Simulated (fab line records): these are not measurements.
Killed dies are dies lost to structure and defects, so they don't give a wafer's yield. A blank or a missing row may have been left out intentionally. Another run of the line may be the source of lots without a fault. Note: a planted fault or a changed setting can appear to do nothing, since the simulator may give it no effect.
What tool caused it?    flow gf180mcu    24 lots, 72 wafers sampled, at 5 steps of a route of 602

== WHAT THE GAUGES SHOWED, per wafer ==
GF_V3_THK_MEAS_03. Usual: V3_CVD_02_THK 850 nm, standard deviation 10.
lot   measured      on            V3_CVD_02_THK (nm)  flag
L074  day 21 18:10  filmMetro-03  833 847 846         
L075  day 22 05:52  filmMetro-02  838 843 864         
L077  day 22 07:14  filmMetro-03  849 850 863         
L076  day 22 10:51  filmMetro-01  842 839 861         
L078  day 22 23:49  filmMetro-03  850 837 866         
L079  day 23 05:01  filmMetro-02  835 846 841         
L080  day 23 18:14  filmMetro-03  845 848 864         
L081  day 23 22:46  filmMetro-01  846 848 840         
L082  day 24 14:28  filmMetro-01  838 843 863         
L083  day 24 21:56  filmMetro-03  855 845 858         
L084  day 25 03:09  filmMetro-01  864 862 859         
L085  day 25 12:10  filmMetro-01  834 843 847         
L086  day 25 20:23  filmMetro-03  837 850 856         
L087  day 26 07:10  filmMetro-01  847 842 848         
L089  day 26 20:36  filmMetro-01  863 872 871         
L088  day 26 21:56  filmMetro-01  847 854 863         
L091  day 27 10:48  filmMetro-02  841 846 848         
L090  day 27 12:45  filmMetro-03  844 840 851         
L092  day 27 22:20  filmMetro-03  850 864 853         
L093  day 28 06:10  filmMetro-03  837 851 857         
L095  day 28 08:38  filmMetro-03  855 849 864         
L094  day 28 09:34  filmMetro-03  839 852 851         
L096  day 28 19:40  filmMetro-01  841 836 849         
L097  day 29 03:59  filmMetro-01  842 834 860         

GF_V4_BOW_MEAS_05. Usual: V4_BOW 136 um, standard deviation 8.9.
lot   measured      on            V4_BOW (um)  flag
L074  day 23 19:32  filmMetro-04  127 126 134  
L075  day 24 06:11  filmMetro-02  146 132 144  
L077  day 24 07:53  filmMetro-02  133 136 142  
L076  day 24 12:04  filmMetro-02  144 147 146  
L078  day 25 00:11  filmMetro-01  138 147 139  
L079  day 25 05:30  filmMetro-01  133 146 130  
L080  day 25 18:26  filmMetro-02  141 150 134  
L081  day 25 21:48  filmMetro-04  145 157 158  
L082  day 26 12:50  filmMetro-01  148 146 155  
L083  day 26 19:59  filmMetro-01  141 146 143  
L084  day 27 01:23  filmMetro-02  132 128 125  
L085  day 27 10:03  filmMetro-04  144 132 138  
L086  day 27 16:31  filmMetro-01  149 148 143  
L087  day 28 03:26  filmMetro-02  146 146 135  
L089  day 28 16:12  filmMetro-02  132 131 130  
L088  day 28 17:57  filmMetro-04  142 141 139  
L091  day 29 05:39  filmMetro-04  138 128 136  
L090  day 29 07:10  filmMetro-01  136 139 121  
L092  day 29 16:28  filmMetro-01  138 127 130  
L093  day 29 23:14  filmMetro-04  114 132 127  
L095  day 30 02:23  filmMetro-04  131 126 134  
L094  day 30 03:46  filmMetro-02  130 134 138  
L096  day 30 12:44  filmMetro-02  129 130 119  
L097  day 30 20:17  filmMetro-02  139 134 136  

GF_V4_OVL_MEAS_15. Usual: V4_OVL -1 nm, standard deviation 5.6.
lot   measured      on          V4_OVL (nm)  flag
L074  day 24 18:10  overlay-02  4 5 6        
L075  day 25 04:40  overlay-01  3 -7 3       
L077  day 25 06:05  overlay-02  1 -3 2       
L076  day 25 09:49  overlay-02  2 4 2        
L078  day 25 21:31  overlay-02  -1 -5 0      
L079  day 26 02:53  overlay-01  8 9 4        
L080  day 26 15:47  overlay-02  -5 2 -3      
L081  day 26 18:34  overlay-01  -6 2 3       
L082  day 27 09:47  overlay-02  5 -1 6       
L083  day 27 16:26  overlay-01  2 -6 6       
L084  day 27 21:40  overlay-01  -6 -7 -5     
L085  day 28 06:43  overlay-02  6 4 3        
L086  day 28 13:01  overlay-02  -6 -12 -10   
L087  day 28 23:41  overlay-01  -4 2 0       
L089  day 29 11:32  overlay-01  -1 -3 -7     
L088  day 29 13:34  overlay-01  -13 -3 -2    
L091  day 30 00:47  overlay-01  -2 -4 -3     
L090  day 30 02:40  overlay-01  -6 -5 -1     
L092  day 30 11:23  overlay-02  -4 -3 -11    
L093  day 30 17:29  overlay-02  0 5 5        
L095  day 30 20:16  overlay-01  -7 5 -1      
L094  day 30 22:10  overlay-01  2 -2 4       
L096  day 31 07:07  overlay-02  17 11 11     
L097  day 31 13:35  overlay-01  -14 -1 -8    

GF_M5_OVL_MEAS_08. Usual: M5_OVL -6 nm, standard deviation 4.1.
lot   measured      on          M5_OVL (nm)  flag
L074  day 26 16:07  overlay-02  -13 -4 -8    
L075  day 27 01:14  overlay-02  -9 -7 -3     
L077  day 27 01:53  overlay-01  -4 -4 -6     
L076  day 27 05:50  overlay-01  -8 -7 -11    
L078  day 27 16:55  overlay-01  -9 -7 -16    
L079  day 27 22:20  overlay-02  -4 -5 -3     
L080  day 28 10:38  overlay-02  -4 -4 -8     
L081  day 28 14:04  overlay-01  3 -4 -4      
L082  day 29 03:41  overlay-01  -7 -8 -6     
L083  day 29 10:14  overlay-02  -6 3 -5      
L084  day 29 14:20  overlay-02  -2 -6 -7     
L085  day 29 23:46  overlay-02  -4 1 -4      
L086  day 30 05:38  overlay-01  -9 -10 -7    
L087  day 30 15:11  overlay-02  -12 -6 -4    
L089  day 31 02:01  overlay-01  -11 -11 -11  
L088  day 31 03:50  overlay-02  -4 -3 -9     
L091  day 31 13:17  overlay-02  -6 -2 -14    
L090  day 31 14:55  overlay-01  -3 -3 -12    
L092  day 32 00:47  overlay-02  5 4 0        
L093  day 32 05:46  overlay-01  -5 -4 -13    
L095  day 32 08:25  overlay-02  -7 -2 -2     
L094  day 32 10:37  overlay-02  3 -2 -1      
L096  day 32 18:34  overlay-02  -6 -9 -8     
L097  day 33 01:07  overlay-02  -5 -1 -5     

== WHICH TOOL RAN EACH LOT (tool, then ch and the chambers of the sampled wafers, then the start) ==
lot   GF_M1_STRIP_17
L074  plasmaAsher-01 ch 0,1, day 17 11:08
L075  plasmaAsher-04 ch 0,1, day 17 15:31
L077  plasmaAsher-02 ch 0,1, day 18 01:08
L076  plasmaAsher-01 ch 0, day 18 03:38
L078  plasmaAsher-04 ch 0,1, day 18 17:26
L079  plasmaAsher-01 ch 0,1, day 19 00:38
L080  plasmaAsher-02 ch 0,1, day 19 12:28
L081  plasmaAsher-01 ch 0,1, day 19 18:35
L082  plasmaAsher-04 ch 0,1, day 20 10:43
L083  plasmaAsher-01 ch 0,1, day 20 19:19
L084  plasmaAsher-04 ch 0,1, day 20 23:05
L085  plasmaAsher-01 ch 0,1, day 21 11:01
L086  plasmaAsher-02 ch 0,1, day 21 19:14
L087  plasmaAsher-01 ch 0,1, day 22 07:22
L089  plasmaAsher-01 ch 0,1, day 22 22:41
L088  plasmaAsher-01 ch 0,1, day 22 23:43
L091  plasmaAsher-02 ch 0,1, day 23 13:38
L090  plasmaAsher-01 ch 0,1, day 23 15:23
L092  plasmaAsher-01 ch 0,1, day 24 01:40
L093  plasmaAsher-01 ch 0,1, day 24 11:17
L095  plasmaAsher-01 ch 0,1, day 24 12:52
L094  plasmaAsher-01 ch 0,1, day 24 15:32
L096  plasmaAsher-02 ch 0,1, day 25 02:59
L097  plasmaAsher-02 ch 0,1, day 25 11:23
- GF_M1_STRIP_17: strips in O2/N2.

== WHAT THE TOOLS THEMSELVES READ (means of the sampled wafers that have a number; where no wafer has one, the mark that the record gives instead) ==
GF_M1_STRIP_17. Usual: drypumpMotorCurrentA 5.5 A, standard deviation 0.42; heaterPowerW 331 W, standard deviation 43; oesProductAu 0.539 a.u., standard deviation 0.0053; stripTimeToEndpointS 7.41 s, standard deviation 0.045.
lot   tool            drypumpMotorCurrentA (A)  heaterPowerW (W)  oesProductAu (a.u.)  stripTimeToEndpointS (s)  flag
L074  plasmaAsher-01  5.3                       304               0.538                7.38                      
L075  plasmaAsher-04  5.8                       336               0.534                7.40                      
L077  plasmaAsher-02  5.9                       410               0.539                7.38                      
L076  plasmaAsher-01  5.0                       296               0.542                7.46                      
L078  plasmaAsher-04  5.9                       362               0.543                7.41                      
L079  plasmaAsher-01  5.3                       306               0.536                7.38                      
L080  plasmaAsher-02  6.0                       394               0.534                7.35                      
L081  plasmaAsher-01  5.3                       313               0.539                7.39                      
L082  plasmaAsher-04  5.9                       352               0.537                7.41                      
L083  plasmaAsher-01  5.3                       310               0.539                7.48                      
L084  plasmaAsher-04  5.9                       354               0.537                7.38                      
L085  plasmaAsher-01  5.1                       304               0.540                7.43                      
L086  plasmaAsher-02  6.0                       365               0.540                7.43                      
L087  plasmaAsher-01  5.1                       304               0.535                7.40                      
L089  plasmaAsher-01  5.1                       298               0.539                7.43                      
L088  plasmaAsher-01  5.3                       305               0.541                7.47                      
L091  plasmaAsher-02  6.0                       365               0.538                7.41                      
L090  plasmaAsher-01  5.3                       309               0.531                7.40                      
L092  plasmaAsher-01  5.1                       300               0.539                7.42                      
L093  plasmaAsher-01  5.1                       307               0.531                7.39                      
L095  plasmaAsher-01  5.1                       298               0.538                7.39                      
L094  plasmaAsher-01  5.1                       303               0.544                7.47                      
L096  plasmaAsher-02  6.0                       359               0.540                7.40                      
L097  plasmaAsher-02  6.0                       368               0.539                7.37                      

== THE ANSWER, worked out from the rows above alone ==
Rule: lot off if the mean of its wafers having a number is beyond 3 standard deviations from the usual mean. Also off: a lot with no number at a reading for which 4 or more lots have one. All remaining lots with rows at the step are treated as sound. First the gauges in route order, then the tools' own readings, where a lot's mean is used as printed above. At the first step where some lot is off, the reading lying furthest off is the one used; lots without a number count as furthest.
None of the lots is off at any reading shown; this tells nothing.

== WHAT HAD BEEN PUT IN BY THE SIMULATOR ==
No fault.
